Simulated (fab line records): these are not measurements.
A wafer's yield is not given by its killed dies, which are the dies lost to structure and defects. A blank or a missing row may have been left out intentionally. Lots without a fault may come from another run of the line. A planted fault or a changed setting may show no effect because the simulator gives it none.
Chamber matching ; flow sky130 ; SKY_VIA2_HDPCVD_00 on hdpcvd-01 has 3 sister chambers
The step deposits SiO2, target thk 1180 nm, time 196.7 s. 6 wafers are shown with their chamber, then 7 later ones without.

WAFERS WITH THEIR CHAMBER
wafer;chamber;run-length-s (s);pressure-mtorr (mTorr)
L575.5;0;224.3;5.986
L576.5;0;223.6;6.002
L581.1;1;224.4;5.996
L581.5;2;224.7;5.984
L584.3;1;224.7;6.008
L584.5;2;224.5;6.007

WAFERS MISSING THEIR CHAMBER
wafer;run-length-s (s);pressure-mtorr (mTorr)
L584.6;224.5;6.017
L594.1;223.9;5.983
L594.3;224.6;6.009
L594.5;224.4;5.974
L595.1;225.0;5.985
L595.3;224.8;6.004
L595.5;224.3;6.001

WHICH CHAMBER EACH ONE RAN IN
wafer;from the rows above;in truth
L584.6;can't be placed: 1 or 2 or 0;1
L594.1;can't be placed: 0 or 2 or 1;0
L594.3;can't be placed: 1 or 2 or 0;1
L594.5;can't be placed: 2 or 0 or 1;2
L595.1;can't be placed: 2 or 1 or 0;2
L595.3;can't be placed: 1 or 2 or 0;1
L595.5;can't be placed: 1 or 2 or 0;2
0 of 7 placed correctly. Unplaceable from these rows: 7, with the true chamber sitting among the candidates in 7. Placed wrongly: 0.
How it was worked out, from the rows above alone: a wafer's distance from a chamber is the root of the sum, over the readings, of the square of ((its reading less the chamber's mean) divided by the reading's scatter). The wafer belongs to the nearest chamber; if the next one is less than 2 further off, it can't be placed. The mean given for a chamber averages the wafers shown for that chamber. The scatter: take each reading less its chamber's mean, square it, sum over the shown wafers, divide by the number of wafers less the number of chambers, and take the root.
